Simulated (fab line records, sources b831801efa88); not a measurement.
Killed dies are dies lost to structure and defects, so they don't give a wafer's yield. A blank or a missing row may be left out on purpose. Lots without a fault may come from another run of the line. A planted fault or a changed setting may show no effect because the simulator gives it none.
One fault seen from 2 desks | flow sfq_line | each desk has only its own numbers; what lay behind them comes last

THE METROLOGY DESK
What the gauges read, lot by lot, whatever tool the lot ran on: means of the sampled wafers that have a number. A lot is out of limits, marked OUT, if its mean lies more than 4 standard deviations from the usual mean; the brackets give that distance.
Columns: A = R5_MONX_THK at SFQ_R5_THK_MEAS_934, usual 40.0 nm
lot  | first seen here | A
L615 | day 50 10:21    | 40.9
L616 | day 51 02:19    | 39.2
L618 | day 51 07:13    | 40.7
L617 | day 51 10:14    | 40.8
L621 | day 55 02:49    | 39.5
L624 | day 56 06:19    | 39.3
L626 | day 57 09:19    | 39.6
L627 | day 58 09:43    | 39.8
L628 | day 61 20:36    | 39.8
L632 | day 64 01:56    | 39.8
L633 | day 64 03:25    | 40.4
L634 | day 64 04:56    | 39.9
L637 | day 69 18:03    | 39.9
L638 | day 69 20:26    | 40.1
This desk's finding: nothing out of limits on any of the 14 lots.

THE TOOL OWNER'S DESK: litho_track-02
The tool's own readings at SFQ_TRILAYER_L0_VIA_LITHO_PEB_016 (peb time 60 s): means of the sampled wafers that have a number, for each lot that ran on this tool. A lot is out of limits, marked OUT, if its mean lies more than 4 standard deviations from the usual mean; the brackets give that distance.
Columns: A = chill_plate_temp_C at SFQ_TRILAYER_L0_VIA_LITHO_PEB_016, usual 23.00 C; B = exhaust_pa at SFQ_TRILAYER_L0_VIA_LITHO_PEB_016, usual 44.7 Pa
lot  | first seen here | A     | B
L617 | day 8 17:25     | 23.06 | 43.5
L624 | day 10 19:54    | 23.17 | 43.6
L632 | day 13 06:49    | 23.15 | 44.6
L633 | day 13 12:49    | 22.96 | 44.9
L637 | day 14 16:17    | 23.03 | 45.0
L638 | day 14 22:38    | 22.80 | 45.3
This desk's finding: nothing out of limits on any of the 6 lots.

PUT TOGETHER
The metrology desk saw nothing out of limits.
The tool owner's desk saw nothing out of limits.

WHAT THE SIMULATOR HAD PUT IN
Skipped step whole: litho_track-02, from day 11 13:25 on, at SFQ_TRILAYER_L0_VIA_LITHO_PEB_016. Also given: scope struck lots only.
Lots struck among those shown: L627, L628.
